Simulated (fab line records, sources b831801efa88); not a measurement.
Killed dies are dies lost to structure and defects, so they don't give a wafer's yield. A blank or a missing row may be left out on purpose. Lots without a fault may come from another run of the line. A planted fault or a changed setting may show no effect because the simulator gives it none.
fab line records | flow sky130 | part 2 of 2: steps 29 to 39 of 39
record lots=5 wafers=15 last_day=50
route steps=708 shown SONOS_ONO@182 GATE_OXIDE@187 POLY_GATE@204 RES_PROTECT@206
lots that met no fault: from a run of the same line without faults
start_h: hours from the record's first day to the start of the lot's first wafer shown | wait_h: hours since the lot's step before | " the same as in the row above | L1.1+2: a row that stands for several wafers | - no value, or no start given | * or withheld: withheld | < > ~ a bound
route shown NAME@n: a module of which the file shows steps, and the number in the route of the first | usual: mean/standard deviation of fault-free wafers | same: alike in all rows | chamber/n: place in a boat | sites: the reading at each site | _std_site: their standard deviation | _edge_site: outer sites' mean less inner sites' | radius_mm: how far each site lies from the wafer's centre | mask NAME#n: copy n | behind: the tool/chamber that last shaped the wafer | hold: why the lot was held/for how many hours/how that ended | device: the transistor (n, p or np) that didn't switch | end of line: the same wafers' tests at the end of the route | a step without rows: its recipe alone | killed: dies lost to structure and defects at the first sort, not the wafer's yield | map: a wafer's dies, x killed, . not, _ none there
set.NAME: the setting as run; set.NAME@STEP: as run at that earlier step | model.NAME: the simulator's own value behind a step, which no gauge read
lots at some steps of the route; a table a step, a row a wafer
services: from which hour (start_h, from the record's first day; less than 0 if before it) a tool's chamber was out of use, for how many hours, and why
## steps
# step SKY_RES_PROTECT_EXPOSE_04
# recipe mask_id=RPM na=0.6 source_shape=conventional sigma_outer=0.6 polarization=unpolarized target_cd_nm=1270 dose_mj=131
# columns lot.wafer tool chamber start_h wait_h mask
L074.1+2+6 iline_stepper-02 0 - - RPM#0
L082.2+3+4 iline_stepper-01 0 - - RPM#0
L086.2+3+6 iline_stepper-01 0 - - RPM#0
L092.2+3+4 iline_stepper-01 0 - - RPM#0
L096.1+2+6 iline_stepper-01 0 - - RPM#0
# step SKY_RES_PROTECT_PEB_05
# recipe temp_c=withheld time_s=* resist=NOVOLAK
# usual exhaust_pa=45.2/1
# columns lot.wafer tool chamber start_h wait_h exhaust_pa
L074.1 litho_track-04 0 - - 46.7
L074.2 " 0 " " 47.1
L074.6 " 0 " " 45.8
L082.2 litho_track-01 0 - - 44.1
L082.3 " 0 " " 44.9
L082.4 " 0 " " 45.4
L086.2 litho_track-01 0 - - 44.3
L086.3 " 0 " " 45.6
L086.6 " 0 " " 45.6
L092.2 litho_track-03 0 - - 47.1
L092.3 " 0 " " 47.3
L092.4 " 0 " " 47.1
L096.1 litho_track-01 0 - - 46.6
L096.2 " 0 " " 43.9
L096.6 " 0 " " 45.0
# step SKY_RES_PROTECT_DEVELOP_06
# recipe resist=NOVOLAK developer=TMAH develop_time_s=60 dev_temp_c=23
# usual developer_temp_C=22.98/0.11 exhaust_pa=45.2/0.79
# columns lot.wafer tool chamber start_h wait_h developer_temp_C exhaust_pa
L074.1 litho_track-04 0 359.95 0.1 23.13 44.7
L074.2 " 0 " " 23.06 45.2
L074.6 " 0 " " 23.07 44.8
L082.2 litho_track-01 0 420.50 0.1 22.96 44.9
L082.3 " 0 " " 22.97 44.3
L082.4 " 0 " " 22.82 45.6
L086.2 litho_track-01 0 442.65 0.1 22.86 46.3
L086.3 " 0 " " 22.88 44.6
L086.6 " 0 " " 22.98 43.9
L092.2 litho_track-03 0 497.41 0.1 22.87 45.1
L092.3 " 0 " " 22.97 43.9
L092.4 " 0 " " 23.02 44.4
L096.1 litho_track-01 0 532.73 0.1 23.08 45.3
L096.2 " 0 " " 23.04 46.0
L096.6 " 0 " " 22.86 46.2
# step SKY_POLY_GATE_IMPLANT_02
# recipe species=P energy_kev=30 dose_cm2=7.7e+15 tilt_deg=0
# columns lot.wafer tool chamber start_h wait_h
L074.1+2+6 implanter-01 0 360.10 0.1
L082.2+3+4 implanter-02 0 420.65 0.1
L086.2+3+6 implanter-02 0 442.80 0.1
L092.2+3+4 implanter-03 0 497.56 0.1
L096.1+2+6 implanter-01 0 532.88 0.1
# step SKY_RES_PROTECT_STRIP_07
# recipe chemistry=O2/N2 power_w=1400 pressure_mtorr=1500 platen_temp_c=withheld o2_flow_sccm=3000 n2_flow_sccm=300 overash_fraction=0.5
# usual drypump_motor_current_A=5.5/0.48 oes_product_au=0.517/0.0051 strip_time_to_endpoint_s=23.29/0.051
# columns lot.wafer tool chamber start_h wait_h drypump_motor_current_A oes_product_au rf_hours_counter_h strip_time_to_endpoint_s
L074.1 plasma_asher-04 0 360.25 0.1 5.7 0.517 53 23.26
L074.2 " 1 " " 6.0 0.523 53 23.28
L074.6 " 1 " " 6.0 0.519 - 23.27
L082.2 plasma_asher-02 1 420.78 0.1 5.4 0.521 72 23.31
L082.3 " 1 " " 5.4 0.505 - 23.27
L082.4 " 0 " " 5.0 0.518 - 23.26
L086.2 plasma_asher-03 0 442.93 0.1 4.9 0.514 32 23.38
L086.3 " 1 " " 6.3 0.512 - 23.32
L086.6 " 0 " " 4.9 0.522 - 23.28
L092.2 plasma_asher-04 1 497.69 0.1 6.0 0.520 67 23.37
L092.3 " 0 " " 5.7 0.526 - 23.35
L092.4 " 1 " " 6.0 0.517 - 23.37
L096.1 plasma_asher-02 1 533.03 0.1 5.4 0.523 10 23.20
L096.2 " 0 " " 4.9 0.517 10 23.24
L096.6 " 0 " " 4.9 0.519 - 23.20
# step SKY_RES_PROTECT_TW_MEAS_08
# usual POLY_GATE_TW=4049/20
# columns lot.wafer tool chamber start_h wait_h POLY_GATE_TW
L074.1 film_metro-04 - 360.35 0.1 4053
L074.2 " - " " 4052
L074.6 " - " " 4048
L082.2 film_metro-02 - 420.89 0.1 4025
L082.3 " - " " 4025
L082.4 " - " " 4018
L086.2 film_metro-04 - 443.04 0.1 4044
L086.3 " - " " 4066
L086.6 " - " " 4050
L092.2 film_metro-04 - 497.80 0.1 4034
L092.3 " - " " 4026
L092.4 " - " " 4033
L096.1 film_metro-01 - 533.13 0.1 4066
L096.2 " - " " 4044
L096.6 " - " " 4066
# step SKY_RES_PROTECT_CLEAN_09
# recipe chemistry=SC1/SC2 mix=1:4:20 temp_c=70 time_s=150 dry=n2_spin
# columns lot.wafer tool chamber start_h wait_h
L074.1+2+6 wet_bench-03 3 360.41 0.1
L082.2+3+4 wet_bench-03 1 420.94 0.0
L086.2+3+6 wet_bench-04 3 443.09 0.0
L092.2+3+4 wet_bench-04 2 497.85 0.0
L096.1+2+6 wet_bench-02 0 533.19 0.1
# step SKY_POLY_GATE_CVD_03
# recipe material=Si3N4 precursor=DCS/NH3 target_thk_nm=75 temp_c=770 time_s=1290 pressure_mtorr=250
# usual pressure_mtorr=249.9/0.59
# columns lot.wafer tool chamber start_h wait_h pressure_mtorr
L074.1 lpcvd-02 1 360.86 0.4 248.6
L074.2 " 1 " " 247.8
L074.6 " 1 " " 248.4
L082.2 lpcvd-02 1 420.99 0.0 249.0
L082.3 " 1 " " 249.0
L082.4 " 1 " " 248.6
L086.2 lpcvd-02 0 443.14 0.0 249.9
L086.3 " 0 " " 249.8
L086.6 " 0 " " 249.8
L092.2 lpcvd-02 1 497.90 0.0 249.6
L092.3 " 1 " " 250.1
L092.4 " 1 " " 250.5
L096.1 lpcvd-02 1 534.45 1.2 250.0
L096.2 " 1 " " 249.8
L096.6 " 1 " " 249.5
# step SKY_POLY_GATE_THK_MEAS_04
# recipe reads=Si3N4_of_POLY_GATE_CVD_03
# usual POLY_GATE_CVD_03_THK=75.5/0.78
# columns lot.wafer tool chamber start_h wait_h POLY_GATE_CVD_03_THK[nm]
L074.1 film_metro-03 - 362.21 0.0 75.2
L074.2 " - " " 75.5
L074.6 " - " " 75.2
L082.2 film_metro-01 - 422.36 0.0 74.7
L082.3 " - " " 74.9
L082.4 " - " " 75.5
L086.2 film_metro-02 - 444.51 0.0 76.0
L086.3 " - " " 75.5
L086.6 " - " " 75.3
L092.2 film_metro-02 - 499.26 0.0 76.1
L092.3 " - " " 76.6
L092.4 " - " " 76.6
L096.1 film_metro-03 - 535.81 0.0 75.1
L096.2 " - " " 75.9
L096.6 " - " " 76.3
# step SKY_POLY_GATE_DEHYDRATE_05
# recipe temp_c=200 time_s=60
# usual exhaust_pa=45.4/0.97
# columns lot.wafer tool chamber start_h wait_h exhaust_pa
L074.1 litho_track-03 0 375.94 13.7 44.3
L074.2 " 0 " " 44.4
L074.6 " 0 " " 44.2
L082.2 litho_track-01 0 437.30 14.9 43.8
L082.3 " 0 " " 46.0
L082.4 " 0 " " 44.2
L086.2 litho_track-02 0 459.59 15.1 45.9
L086.3 " 0 " " 47.0
L086.6 " 0 " " 45.8
L092.2 litho_track-02 0 513.64 14.4 45.8
L092.3 " 0 " " 45.4
L092.4 " 0 " " 45.3
L096.1 litho_track-01 0 549.93 14.1 46.6
L096.2 " 0 " " 44.8
L096.6 " 0 " " 46.6
# step SKY_POLY_GATE_HMDS_06
# recipe prime_time_s=60 prime_temp_c=120
# usual exhaust_pa=44.9/0.86
# columns lot.wafer tool chamber start_h wait_h exhaust_pa
L074.1 litho_track-03 0 376.09 0.1 43.7
L074.2 " 0 " " 44.1
L074.6 " 0 " " 44.8
L082.2 litho_track-01 0 437.45 0.1 43.4
L082.3 " 0 " " 44.5
L082.4 " 0 " " 43.8
L086.2 litho_track-02 0 459.74 0.1 44.5
L086.3 " 0 " " 44.5
L086.6 " 0 " " 46.0
L092.2 litho_track-02 0 513.79 0.1 44.9
L092.3 " 0 " " 44.5
L092.4 " 0 " " 45.0
L096.1 litho_track-01 0 550.08 0.1 43.9
L096.2 " 0 " " 43.9
L096.6 " 0 " " 44.5
## services
# columns tool chamber start_h hours kind
plasma_asher-04 - 284.46 0.4 repair
plasma_asher-03 - 290.08 3.9 repair
furnace-01 - 302.55 2.9 pm
iline_stepper-01 - 305.76 2.0 repair
furnace-02 - 313.35 2.6 pm
implanter-04 - 316.24 2.5 repair
implanter-04 - 318.52 8.6 repair
plasma_asher-04 - 321.77 2.8 pm
lpcvd-02 - 336.33 2.8 pm
lpcvd-01 - 379.12 6.0 pm
iline_stepper-01 - 387.25 1.7 pm
wet_bench-03 - 388.21 2.7 repair
furnace-02 - 413.96 3.7 pm
wet_bench-04 - 433.04 4.2 repair
furnace-01 - 440.86 3.1 pm
lpcvd-02 - 456.14 1.1 repair
furnace-02 - 458.32 5.8 pm
lpcvd-01 - 463.54 0.9 repair
furnace-01 - 469.48 3.9 pm
furnace-01 - 523.12 2.1 repair
furnace-01 - 528.42 7.8 repair
iline_stepper-01 - 529.61 3.6 repair
furnace-02 - 534.53 25.9 repair
wet_bench-03 - 549.09 1.6 repair
